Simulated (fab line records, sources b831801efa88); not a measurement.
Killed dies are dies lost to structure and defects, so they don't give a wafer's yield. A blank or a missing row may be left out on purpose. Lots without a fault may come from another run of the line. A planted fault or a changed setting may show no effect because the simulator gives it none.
One fault seen from 2 desks | flow gf180mcu | each desk has only its own numbers; what lay behind them comes last

THE TOOL OWNER'S DESK: hdpcvd-01
The tool's own readings at GF_V3_CVD_00 (deposits SiO2, target thk 600 nm, time 100 s): means of the sampled wafers that have a number, for each lot that ran on this tool. A lot is out of limits, marked OUT, if its mean lies more than 4 standard deviations from the usual mean; the brackets give that distance.
Columns: A = sih4_flow_sccm at GF_V3_CVD_00, usual 60.01 sccm; B = susceptor_temp_C at GF_V3_CVD_00, usual 400.01 C
lot  | first seen here | A               | B
L270 | day 21 19:37    | 60.04           | 399.81
L279 | day 25 01:39    | 59.97           | 399.82
L281 | day 25 15:37    | 59.86           | 400.13
L282 | day 25 23:50    | 60.17           | 400.12
L284 | day 26 12:41    | 51.16 (-52) OUT | 399.98
L285 | day 27 00:11    | 50.99 (-53) OUT | 400.24
This desk's finding: out of limits on L284, L285; first on L284, day 26 12:41 (sih4_flow_sccm at GF_V3_CVD_00). In limits: L270, L279, L281, L282.

THE METROLOGY DESK
What the gauges read, lot by lot, whatever tool the lot ran on: means of the sampled wafers that have a number. A lot is out of limits, marked OUT, if its mean lies more than 4 standard deviations from the usual mean; the brackets give that distance.
Columns: A = V3_CVD_00_THK at GF_V3_THK_MEAS_01, usual 601 nm
lot  | first seen here | A
L270 | day 21 19:42    | 597
L272 | day 22 14:50    | 605
L276 | day 23 18:29    | 603
L274 | day 23 19:45    | 601
L278 | day 24 13:19    | 595
L279 | day 25 01:43    | 598
L280 | day 25 07:13    | 601
L281 | day 25 15:41    | 600
L282 | day 25 23:55    | 596
L284 | day 26 12:46    | 510 (-16) OUT
L285 | day 27 00:16    | 511 (-16) OUT
L287 | day 27 10:38    | 602
L292 | day 29 02:09    | 603
L286 | day 29 18:23    | 603
This desk's finding: out of limits on L284, L285; first on L284, day 26 12:46 (V3_CVD_00_THK at GF_V3_THK_MEAS_01). In limits: L270, L272, L276, L274, L278, L279, L280, L281, L282, L287, L292, L286.

PUT TOGETHER
The tool owner's desk could have raised an alarm at day 26 12:41, on L284, L285.
The metrology desk could have raised an alarm at day 26 12:46, on L284, L285.
Of the lots named, all ran GF_V3_CVD_00 on hdpcvd-01.

WHAT THE SIMULATOR HAD PUT IN
Process parameter drift: hdpcvd-01, from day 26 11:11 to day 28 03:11, at GF_V3_CVD_00. Setting sih4_flow_sccm, moved by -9, from 60. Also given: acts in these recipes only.
Lots struck among those shown: L284, L285.
Hours from the fault's start to each desk's first reading out of limits: the tool owner's desk, 2; the metrology desk, 2.
